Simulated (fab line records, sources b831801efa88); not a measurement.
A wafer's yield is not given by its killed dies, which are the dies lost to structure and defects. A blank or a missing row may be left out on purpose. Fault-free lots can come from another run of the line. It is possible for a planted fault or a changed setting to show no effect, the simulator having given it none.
Struck lot and sound lot, side by side | flow gf180mcu | 15 out of 602 route steps
Sound: the wafers L712.1, L712.2, L712.6. Struck: wafer L722.5 (left out: L722.2, L722.4 of the same lot, which were not struck); the cause appears at the end.
Each step with rows lists, per side, the tool, then ch with its chambers, then its first start. Under that, the readings that differ: sound wafers | struck wafers | difference of the means | sigmas: that difference in standard deviations of wafers without a fault.
alike: readings with means less than 2 such deviations apart, plus words and numbers identical on both sides. not compared: withheld readings, readings lacking a value on some wafer, bounds such as >300 that could conceal the same value, and numbers that have no deviation in the record and whose values overlap.
A row with sigmas, a row that says differs or no value, or rows on one side alone: a step with any of these is where the two part. Numbers that have no deviation but don't overlap get no sigmas and don't part them. A reading missing from all wafers of one side parts the sides only when that side holds two or more wafers.

GF_V1_CD_MEAS_14: target cd 260 nm.
  struck on cdSem-02, day 25 12:08; sound on cdSem-02, day 22 05:49
  alike: cdNm
GF_V1_OVL_MEAS_15:
  struck on overlay-02, day 25 12:14; sound on overlay-02, day 22 05:56
  alike: V1_OVL
GF_V1_ETCH_16: etches BARC in N2/H2.
  sound on rieDiel-04 ch 0,1,3, day 22 05:59; struck on rieDiel-04 ch 1, day 25 12:16
  alike: drypumpMotorCurrentA, oesProductAu, throttleValvePct
then, 4 steps without rows for these wafers: GF_V1_ETCH_17 (etches SiO2 in C4F8/O2/Ar, stops on TiN, target depth 630 nm); GF_V1_STRIP_18 (strips in O2/N2); GF_V1_STRIP_19 (strips in post etch residue remover, time 1200 s); GF_V1_CLEAN_20 (cleans in DIW).
GF_V1_SPUTTER_21: material Ti, target thk 15 nm, time 80.02 s.
  struck on pvdSputter-02, day 25 13:22; sound on pvdSputter-02, day 22 06:38
  alike: chamberPressurePa, throttleValvePct
GF_V1_SPUTTER_22: material TiN, target thk 10 nm, time 40 s.
  struck on pvdSputter-02, day 25 13:25; sound on pvdSputter-02, day 22 06:42
  alike: chamberPressurePa, throttleValvePct
GF_V1_CVD_23: deposits W, target thk 350 nm, time 105.05 s.
  sound on cvdW-01 ch 0,1, day 22 06:44; struck on cvdW-01 ch 1, day 25 13:28
  alike: heaterPowerW
GF_V1_RS_MEAS_24: measures by four-point-probe.
  struck on filmMetro-03, day 25 13:35; sound on filmMetro-01, day 22 06:51
  alike: V1_W_RS
GF_V1_THK_MEAS_25: measures by xrf.
  struck on filmMetro-03, day 25 13:42; sound on filmMetro-01, day 22 06:58
  alike: V1_W_THK
GF_V1_CMP_26: polishes, stops on SiO2, t overpolish 15 s, target thk 0 nm.
  sound on cmp-02 ch 1,2, day 22 07:02; struck on cmp-02 ch 0, day 25 13:51
reading             | sound                | struck | difference | sigmas
overpolishRunS (s)  | 14.989 15.018 14.981 | 0.034  | -14.962    | -99 or more
timeToEndpointS (s) | 86 93 87             | 132    | +43        | +14
  alike: motorCurrentA, slurryFlowMlMin
GF_M2_SPUTTER_00: material Ti, target thk 37.5 nm, time 150 s.
  sound wafers here have rows in the record (pvdSputter-03, day 22 07:20); struck ones have none
-- the record jumps here: 9 days lie between the struck wafers' starts before and after (it left off in module M2 and takes up again in module PASSIVATION, whose first step shown is number 602 of the route) --
GF_PASSIVATION_PROBE_99:
  record: rows for the struck wafers here (prober-01, day 34 11:40), none for the sound ones

## WHERE THEY PART
First at GF_V1_CMP_26; last, within this record, at GF_PASSIVATION_PROBE_99.

WHY: whatever the simulator had introduced
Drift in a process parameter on cmp-02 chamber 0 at GF_V1_CMP_26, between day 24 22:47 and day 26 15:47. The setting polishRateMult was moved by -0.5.
